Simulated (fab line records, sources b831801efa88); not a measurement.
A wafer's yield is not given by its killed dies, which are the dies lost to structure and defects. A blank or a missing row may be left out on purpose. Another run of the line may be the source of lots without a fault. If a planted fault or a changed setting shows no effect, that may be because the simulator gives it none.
A sampling plan put to the test :: flow gf180mcu :: 6 faults told of in these records, all on one fab line, each judged by the records of the lots it struck
The plan consists of the line's own looks: route steps at which the wafer is read by a gauge or an inspection but not changed. A look can be judged if struck wafers have a number there and the file gives its usual mean and standard deviation on fault-free wafers. Caught: at a look after the fault's first step, the mean of the struck wafers lies 4 or more of those standard deviations (sigma) from the usual mean. On the tool: the test repeated on the tool's own readings taken at the fault's steps. Caught also covers a different recipe on the struck wafers, or a record left blank for those wafers only.

## THE FAULTS, as the simulator had put them in
1. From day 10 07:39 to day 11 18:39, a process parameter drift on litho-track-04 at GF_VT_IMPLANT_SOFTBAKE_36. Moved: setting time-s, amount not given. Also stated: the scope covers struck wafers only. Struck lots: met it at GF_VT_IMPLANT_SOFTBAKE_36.
2. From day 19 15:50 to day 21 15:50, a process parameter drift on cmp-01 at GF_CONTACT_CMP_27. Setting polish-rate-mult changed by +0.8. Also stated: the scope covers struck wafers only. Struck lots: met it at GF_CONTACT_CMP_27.
3. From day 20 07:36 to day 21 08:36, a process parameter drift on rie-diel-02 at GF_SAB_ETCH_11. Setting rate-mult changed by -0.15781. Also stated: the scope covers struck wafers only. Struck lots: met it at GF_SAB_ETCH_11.
4. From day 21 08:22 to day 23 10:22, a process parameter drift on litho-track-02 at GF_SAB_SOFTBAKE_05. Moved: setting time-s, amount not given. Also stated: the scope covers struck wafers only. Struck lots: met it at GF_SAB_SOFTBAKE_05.
5. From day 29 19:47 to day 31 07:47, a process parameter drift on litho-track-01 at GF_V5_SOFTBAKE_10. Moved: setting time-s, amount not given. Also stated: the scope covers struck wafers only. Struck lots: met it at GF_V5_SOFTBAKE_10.
6. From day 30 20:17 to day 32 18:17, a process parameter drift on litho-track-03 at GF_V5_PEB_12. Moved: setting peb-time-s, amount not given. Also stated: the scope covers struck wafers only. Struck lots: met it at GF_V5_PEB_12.

## WHAT THE PLAN SAW
fault: 1
on the tool itself: heater-power-total-W +99 or beyond sigma
first look that catches it: not the one look that can be judged after it
reading, sigma: -
median hours from its first step to that look: -
hours from the fault's start to the first struck lot there: -
judged looks passed uncaught: 1

fault: 2
on the tool itself: time-to-endpoint-s -13 sigma
first look that catches it: no look after it can be judged
reading, sigma: -
median hours from its first step to that look: -
hours from the fault's start to the first struck lot there: -
judged looks passed uncaught: 0

fault: 3
on the tool itself: oes-product-au -15 sigma
first look that catches it: not the one look that can be judged after it
reading, sigma: -
median hours from its first step to that look: -
hours from the fault's start to the first struck lot there: -
judged looks passed uncaught: 1

fault: 4
on the tool itself: heater-power-total-W +33 sigma
first look that catches it: no look after it can be judged
reading, sigma: -
median hours from its first step to that look: -
hours from the fault's start to the first struck lot there: -
judged looks passed uncaught: 0

fault: 5
on the tool itself: heater-power-total-W +30 sigma
first look that catches it: not the one look that can be judged after it
reading, sigma: -
median hours from its first step to that look: -
hours from the fault's start to the first struck lot there: -
judged looks passed uncaught: 1

fault: 6
on the tool itself: heater-power-total-W +10 sigma
first look that catches it: no look after it can be judged
reading, sigma: -
median hours from its first step to that look: -
hours from the fault's start to the first struck lot there: -
judged looks passed uncaught: 0
A dash: the fault isn't caught, or these records don't give the number.

Caught at a look: 0 of 6. Caught on the tool: 6 of 6. By one or the other: 6 of 6.
Caught on the tool alone: faults 1, 2, 3, 4, 5, 6.
